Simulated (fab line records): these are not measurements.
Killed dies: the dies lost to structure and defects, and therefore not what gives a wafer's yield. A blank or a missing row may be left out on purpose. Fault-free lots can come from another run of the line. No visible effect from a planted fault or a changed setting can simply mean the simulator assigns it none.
Chamber matching / flow gf180mcu / cmp-02 running GF_V3_CMP_26: 4 sister chambers
The step polishes, stops on SiO2, t overpolish 15 s, target thk 0 nm. 8 wafers are shown with their chamber, then 7 later ones without.

EACH WAFER AND ITS CHAMBER
wafer=L652.4; chamber=0; motor-current-A (A)=9.8; time-to-endpoint-s (s)=89
wafer=L653.4; chamber=2; motor-current-A (A)=10.1; time-to-endpoint-s (s)=81
wafer=L653.5; chamber=3; motor-current-A (A)=11.5; time-to-endpoint-s (s)=83
wafer=L654.1; chamber=1; motor-current-A (A)=11.9; time-to-endpoint-s (s)=81
wafer=L654.2; chamber=2; motor-current-A (A)=9.6; time-to-endpoint-s (s)=83
wafer=L654.5; chamber=0; motor-current-A (A)=10.4; time-to-endpoint-s (s)=87
wafer=L662.4; chamber=3; motor-current-A (A)=12.2; time-to-endpoint-s (s)=85
wafer=L662.5; chamber=1; motor-current-A (A)=11.8; time-to-endpoint-s (s)=83

WAFERS WHOSE CHAMBER IS MISSING
wafer=L662.6; motor-current-A (A)=9.8; time-to-endpoint-s (s)=86
wafer=L663.1; motor-current-A (A)=10.9; time-to-endpoint-s (s)=87
wafer=L663.2; motor-current-A (A)=12.0; time-to-endpoint-s (s)=85
wafer=L663.6; motor-current-A (A)=11.1; time-to-endpoint-s (s)=85
wafer=L667.2; motor-current-A (A)=10.5; time-to-endpoint-s (s)=86
wafer=L667.4; motor-current-A (A)=11.7; time-to-endpoint-s (s)=85
wafer=L667.5; motor-current-A (A)=11.5; time-to-endpoint-s (s)=85

WHICH CHAMBER EACH ONE RAN IN
wafer=L662.6; from the rows above=can't be placed: 0 or 2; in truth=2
wafer=L663.1; from the rows above=can't be placed: 0 or 3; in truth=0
wafer=L663.2; from the rows above=can't be placed: 3 or 1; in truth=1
wafer=L663.6; from the rows above=can't be placed: 3 or 1 or 0 or 2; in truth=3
wafer=L667.2; from the rows above=can't be placed: 0 or 2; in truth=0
wafer=L667.4; from the rows above=can't be placed: 3 or 1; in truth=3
wafer=L667.5; from the rows above=can't be placed: 3 or 1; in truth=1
Correct placement for 0 of the 7. Unplaceable from these rows: 7, with the true chamber sitting among the candidates in 7. 0 placed wrongly.
How it was worked out, from the rows above alone: a wafer's distance from a chamber is the root of the sum, over the readings, of the square of ((its reading less the chamber's mean) divided by the reading's scatter). If the next closest chamber is less than 2 further off than the closest, the wafer can't be placed; otherwise it belongs to the closest. For every chamber, the mean is computed from those of its wafers that are shown. The scatter: take each reading less its chamber's mean, square it, sum over the shown wafers, divide by the number of wafers less the number of chambers, and take the root.
